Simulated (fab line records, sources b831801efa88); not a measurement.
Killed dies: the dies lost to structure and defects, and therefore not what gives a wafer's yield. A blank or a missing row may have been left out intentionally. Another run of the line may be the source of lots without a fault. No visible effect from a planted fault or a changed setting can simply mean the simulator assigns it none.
Problem report in the 8D (eight disciplines) form, filled by code / flow gf180mcu / the parts of the form that need people (team, actions taken, sign-off) are left out

== 1. WHAT WENT WRONG ==
Mean of chamber_pressure_pa at GF_CONTACT_SPUTTER_22: 5.944 Pa across 3 wafers in 2 lots; on wafers with no fault it is 4.999 Pa (standard deviation 0.011). Measured from the usual mean, that is +86 standard deviations.
The step: material Ti, target thk 15 nm, time 80.02 s.
Seen first at day 22 11:31 on pvd_sputter-04, wafer L337.5. Wafers with a number at this step in the record: 18, from 6 lots. By rule, "out" or "out of limits" means more than 4 standard deviations away from the usual mean. All remaining wafers that have a number are taken as sound.

== 2. WHAT THIS IS AND IS NOT ==
question=which readings at this step | is=chamber_pressure_pa | is not=-
question=which lots | is=L337, L339 | is not=L320, L323, L333, L343
question=which wafers of those lots | is=L337.5, L339.3, L339.6 | is not=L337.1, L337.3, L339.2
question=read on which tools | is=pvd_sputter-04 | is not=pvd_sputter-03
question=when | is=from day 22 11:31 | is not=up to then (11 sound wafers); but 4 sound wafers of L339, L343 came after

== 3. SUSPECTS, AND WHAT RULES EACH OUT ==
Counting: any tool at a process step up to the reading remains a suspect provided it ran every lot that is out. Sound lots after the first of them don't rule it out here, since some wafers of a struck lot are sound.
- rie_diel-04 at GF_CONTACT_ETCH_16 (etches BARC in N2/H2): kept. It ran every lot that is out, first L337 (day 22 11:03).
- rie_diel-04 at GF_CONTACT_ETCH_17 (etches SiO2 in C4F8/O2/Ar, stops on CoSi2, target depth 860 nm): kept. It ran every lot that is out, first L337 (day 22 11:13). GF_CONTACT_ETCH_17: start missing for some lots; hours and lot order therefore follow GF_CONTACT_STRIP_18.
- pvd_sputter-04 at GF_CONTACT_SPUTTER_22 (material Ti, target thk 15 nm, time 80.02 s): kept. Ran every lot that is out, first one L337 (day 22 11:31); last sound lot up to then L333 (day 21 12:32). Its own readings are out on those wafers: chamber_pressure_pa.
After the count, these remain: rie_diel-04 at GF_CONTACT_ETCH_16, rie_diel-04 at GF_CONTACT_ETCH_17 and pvd_sputter-04 at GF_CONTACT_SPUTTER_22.

== 4. THE CAUSE (what the simulator had put in) ==
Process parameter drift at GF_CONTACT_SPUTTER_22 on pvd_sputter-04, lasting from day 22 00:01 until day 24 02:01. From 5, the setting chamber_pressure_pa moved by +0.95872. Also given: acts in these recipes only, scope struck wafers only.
Of the 3 suspects that counting leaves, this tool is one.

== 5. THE EFFECT CHAIN, in route order ==
Each row: a reading whose mean over the struck wafers that have a number lies more than 3 standard deviations from the usual. Only readings for which the record gives a usual standard deviation are gone through. hours: the time from each lot's start at the first step in this table that gives one to its start at this step, as a median over the lots. sigmas: the change in usual standard deviations.
hours=0; step=GF_CONTACT_SPUTTER_22; reading=chamber_pressure_pa; usual=4.999 Pa; on struck wafers=5.944; change=+0.945; sigmas=+86
Here are the process steps it includes:
- GF_CONTACT_SPUTTER_22: material Ti, target thk 15 nm, time 80.02 s.

== 6. HOW IT WOULD HAVE BEEN CAUGHT EARLIER ==
In this record the first reading out of limits was taken at day 22 11:31, 12 hours after the fault began at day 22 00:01.
